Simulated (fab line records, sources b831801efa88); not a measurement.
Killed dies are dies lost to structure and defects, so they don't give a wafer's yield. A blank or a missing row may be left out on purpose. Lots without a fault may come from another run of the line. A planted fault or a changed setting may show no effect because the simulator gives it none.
A struck lot beside a sound one | flow gf180mcu | 14 steps out of a route of 602
Sound: wafers L230.1, L230.3, L230.4. Struck: wafers L231.1, L231.4, L231.6. The cause comes at the end.
At each step with rows: each side's tool, then ch and its chambers, then its first start. Under that, the readings that differ: sound wafers | struck wafers | difference of the means | sigmas: that difference in standard deviations of wafers without a fault.
alike: readings whose means differ by less than 2 such deviations, and words and numbers that are the same on both sides. not compared: withheld readings, readings that some wafer has no value for, bounds like >300 that may hide the same value, and numbers for which the record gives no deviation and whose values overlap.
The two part at a step that has a row with sigmas, a row that says differs or no value, or rows on one side only. Numbers that don't overlap but have no deviation are shown without sigmas and don't part them. A reading that every wafer of one side lacks parts them only if that side has two wafers or more.

GF_DUAL_GATE_OVL_MEAS_11:
  sound on overlay-02, day 9 00:38; struck on overlay-02, day 11 03:59
  alike: DUAL_GATE_OVL
then, 1 step without rows for these wafers: GF_DUAL_GATE_WET_ETCH_12 (etches SiO2 in dHF, target depth 13 nm, time 260 s).
GF_DUAL_GATE_STRIP_13: strips in O2/N2.
  sound on plasma_asher-01 ch 0,1, day 9 00:46; struck on plasma_asher-02 ch 1, day 11 04:07
  alike: drypump_motor_current_A, heater_power_w, oes_product_au, strip_time_to_endpoint_s
  not compared: rf_hours_counter_h
then, 3 steps without rows for these wafers: GF_DUAL_GATE_CLEAN_14 (cleans in SC1/SC2, time 150 s); GF_DUAL_GATE_OXIDATION_15 (stabilise 600 s, purge 300 s, target thk 7.098 nm); GF_POLY_GATE_CVD_00 (deposits poly-Si, target thk 200 nm, time 1200 s).
GF_POLY_GATE_THK_MEAS_01:
  sound on film_metro-01, day 9 05:21; struck on film_metro-01, day 11 07:20
  alike: POLY_GATE_CVD_00_THK
then, 5 steps without rows for these wafers: GF_POLY_GATE_DEHYDRATE_02 (time 60 s); GF_POLY_GATE_HMDS_03 (prime time 60 s); GF_POLY_GATE_COAT_04; GF_POLY_GATE_COAT_05 (resist thk 700 nm); GF_POLY_GATE_SOFTBAKE_06 (time 60 s).
GF_POLY_GATE_EXPOSE_07: exposes mask Poly2, target cd 280 nm.
  sound on krf_scanner-02 ch 0, day 9 14:14; struck on krf_scanner-02, day 11 16:57
  no value came back on the struck wafers for exposure_dose_mJ_cm2, focus_offset_nm (nm); on the sound wafers exposure_dose_mJ_cm2 reads 28.00 27.97 28.02
  alike: mask
then, 1 step without rows for these wafers: GF_POLY_GATE_PEB_08 (peb time 90 s).

WHERE THEY PART
Only at GF_POLY_GATE_EXPOSE_07, within this record.

WHY: what the simulator had put in
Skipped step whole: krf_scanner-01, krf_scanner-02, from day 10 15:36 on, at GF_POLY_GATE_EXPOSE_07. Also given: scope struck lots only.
